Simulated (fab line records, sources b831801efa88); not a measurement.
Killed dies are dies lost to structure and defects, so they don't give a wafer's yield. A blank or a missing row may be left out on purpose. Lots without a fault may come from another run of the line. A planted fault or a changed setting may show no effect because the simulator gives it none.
Tool commonality check | flow sky130 | 12 lots, 42 wafers sampled

WHY IT WAS OPENED
At SKY_LI_CONTACT_RS_MEAS_22 the reading LI_CONTACT_W_RS is flagged on 2 of 12 lots. Wafers without a fault read 0.287 ohm/sq, standard deviation 0.0036.
Rule: a lot is flagged when every wafer of it that has a number lies more than 4 standard deviations from that mean, or none has a number. The other lots count as sound.

lot  | measured     | on            | LI_CONTACT_W_RS (ohm/sq), wafer by wafer | flag
L849 | day 30 22:10 | film_metro-03 | 0.290 0.291 0.288                        |
L848 | day 30 22:44 | film_metro-03 | 0.288 0.289 0.284                        |
L850 | day 31 09:01 | film_metro-03 | 0.289 0.286 0.288                        |
L852 | day 32 01:45 | film_metro-02 | 0.287 0.290 0.290                        |
L853 | day 32 12:31 | film_metro-03 | 0.288 0.292 0.287                        |
L856 | day 33 21:45 | film_metro-03 | 0.288 0.284 0.285                        |
L858 | day 34 17:32 | film_metro-02 | 0.282 0.284 0.284                        |
L863 | day 36 03:52 | film_metro-02 | 0.252 0.254 0.254 0.251 0.253 0.254      | FLAGGED
L865 | day 36 11:54 | film_metro-01 | 0.294 0.293 0.292                        |
L864 | day 36 13:19 | film_metro-03 | 0.251 0.253 0.254 0.251 0.253 0.254      | FLAGGED
L867 | day 37 00:41 | film_metro-01 | 0.291 0.296 0.292                        |
L870 | day 37 16:25 | film_metro-02 | 0.286 0.291 0.291                        |
The numbers of the flagged lots are 0.253 ohm/sq on average: -0.034 ohm/sq against the usual, or -9 standard deviations.

WHICH TOOL RAN EACH LOT
The record holds 1 process step before the reading, out of a route of 708 steps. In each cell: the tool, then ch and the chambers that the sampled wafers went through, then the start.
lot  | flag    | SKY_LI_CONTACT_CVD_21
L849 |         | cvd_w-02 ch 0,1, day 30 22:02
L848 |         | cvd_w-01 ch 0,1, day 30 22:37
L850 |         | cvd_w-01 ch 1, day 31 08:54
L852 |         | cvd_w-01 ch 0,1, day 32 01:37
L853 |         | cvd_w-02 ch 0,1, day 32 12:22
L856 |         | cvd_w-01 ch 0,1, day 33 21:37
L858 |         | cvd_w-02 ch 0,1, day 34 17:25
L863 | FLAGGED | cvd_w-02 ch 0,1, day 36 03:44
L865 |         | cvd_w-01 ch 0,1, day 36 11:47
L864 | FLAGGED | cvd_w-02 ch 0,1, day 36 13:10
L867 |         | cvd_w-01 ch 0, day 37 00:34
L870 |         | cvd_w-01 ch 1, day 37 16:17
What these steps do:
- SKY_LI_CONTACT_CVD_21: deposits W, target thk 400 nm, time 120.56 s.
- SKY_LI_CONTACT_RS_MEAS_22: measures by four-point-probe.

FLAGGED OVER TOTAL, TOOL BY TOOL (the gauges that took the reading come last)
step                      | tool          | lots run | flagged | share of the flagged lots | sound lots run after its first flagged lot
SKY_LI_CONTACT_CVD_21     | cvd_w-01      | 7        | 0       | none                      | -
SKY_LI_CONTACT_CVD_21     | cvd_w-02      | 5        | 2       | all                       | 0
SKY_LI_CONTACT_RS_MEAS_22 | film_metro-01 | 2        | 0       | none                      | -
SKY_LI_CONTACT_RS_MEAS_22 | film_metro-02 | 4        | 1       | some                      | 1 (L870)
SKY_LI_CONTACT_RS_MEAS_22 | film_metro-03 | 6        | 1       | some                      | 0

WHAT THE TABLE ALLOWS
1 row of the table ran every flagged lot: cvd_w-02 at SKY_LI_CONTACT_CVD_21.
- cvd_w-02 at SKY_LI_CONTACT_CVD_21: 2 of its 5 lots flagged. Its last sound lot is L858 (day 34 17:25), its first flagged lot L863 (day 36 03:44): a fault that began between those two fits.
One tool is left: cvd_w-02 at SKY_LI_CONTACT_CVD_21.

WHAT THE SIMULATOR HAD PUT IN
Process parameter drift: cvd_w-02, from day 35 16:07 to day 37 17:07, at SKY_LI_CONTACT_CVD_21. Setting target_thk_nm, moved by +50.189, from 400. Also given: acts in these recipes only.
Lots struck among those shown: L863, L864. The rule above found the same.
